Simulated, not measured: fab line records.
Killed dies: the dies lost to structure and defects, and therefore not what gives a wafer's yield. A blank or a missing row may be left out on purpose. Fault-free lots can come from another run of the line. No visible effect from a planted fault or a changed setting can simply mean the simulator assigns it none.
Which tool did it? + flow gf180mcu + 18 wafers from 6 lots sampled at 3 of the route's 602 steps

## WHAT THE GAUGES SHOWED, per wafer
GF_V2_CD_MEAS_14: target cd 260 nm.
| lot  | measured     | on       | cdNm (nm)         |
|------|--------------|----------|-------------------|
| L420 | day 19 14:51 | cdSem-01 | 261.4 260.9 261.2 |
| L423 | day 20 21:06 | cdSem-01 | 261.8 261.2 262.9 |
| L429 | day 24 06:09 | cdSem-01 | 259.0 259.6 260.4 |
| L432 | day 24 23:57 | cdSem-02 | 260.5 260.8 261.5 |
| L434 | day 25 21:28 | cdSem-01 | 259.8 261.1 261.1 |
| L442 | day 28 08:22 | cdSem-01 | 259.8 269.9 258.7 |

## WHAT TOOL EACH LOT RAN ON (gives the tool, then ch and the chambers of the sampled wafers, and finally the start)
| lot  | GF_M2_SPUTTER_02            | GF_V2_PEB_12                     |
|------|-----------------------------|----------------------------------|
| L420 | pvdSputter-01, day 17 12:50 | lithoTrack-02 ch 0, day 19 14:30 |
| L423 | pvdSputter-01, day 18 18:11 | lithoTrack-04 ch 0, day 20 20:46 |
| L429 | pvdSputter-01, day 22 07:22 | lithoTrack-03 ch 0, day 24 05:49 |
| L432 | pvdSputter-01, day 23 02:44 | lithoTrack-02 ch 0, day 24 23:36 |
| L434 | pvdSputter-03, day 24 01:43 | lithoTrack-02 ch 0, day 25 21:08 |
| L442 | pvdSputter-03, day 26 15:19 | lithoTrack-02 ch 0, day 28 08:02 |
- GF_M2_SPUTTER_02: material AlCu, target thk 450 nm, time 23.9 s.
- GF_V2_PEB_12: peb time 90 s.

## THE ANSWER, worked out from the rows above alone
Rule: usual is defined by the lots themselves. The widest of any qualifying gaps counts: lots, ordered by their means at a reading, are off when they make up no more than a third of the lots, leave a main group of 4 or more, and stand apart from it by 3 or more times the standard deviation of that group's means. A main group whose means are all the same, to the digits that the tables above print for the reading, isn't used. Also off: a lot with no number at a reading for which 4 or more lots have one. The other lots that the step has rows for count as sound.
No lot is off on any of the readings shown, so nothing can be concluded from this.

## WHAT HAD BEEN PUT IN BY THE SIMULATOR
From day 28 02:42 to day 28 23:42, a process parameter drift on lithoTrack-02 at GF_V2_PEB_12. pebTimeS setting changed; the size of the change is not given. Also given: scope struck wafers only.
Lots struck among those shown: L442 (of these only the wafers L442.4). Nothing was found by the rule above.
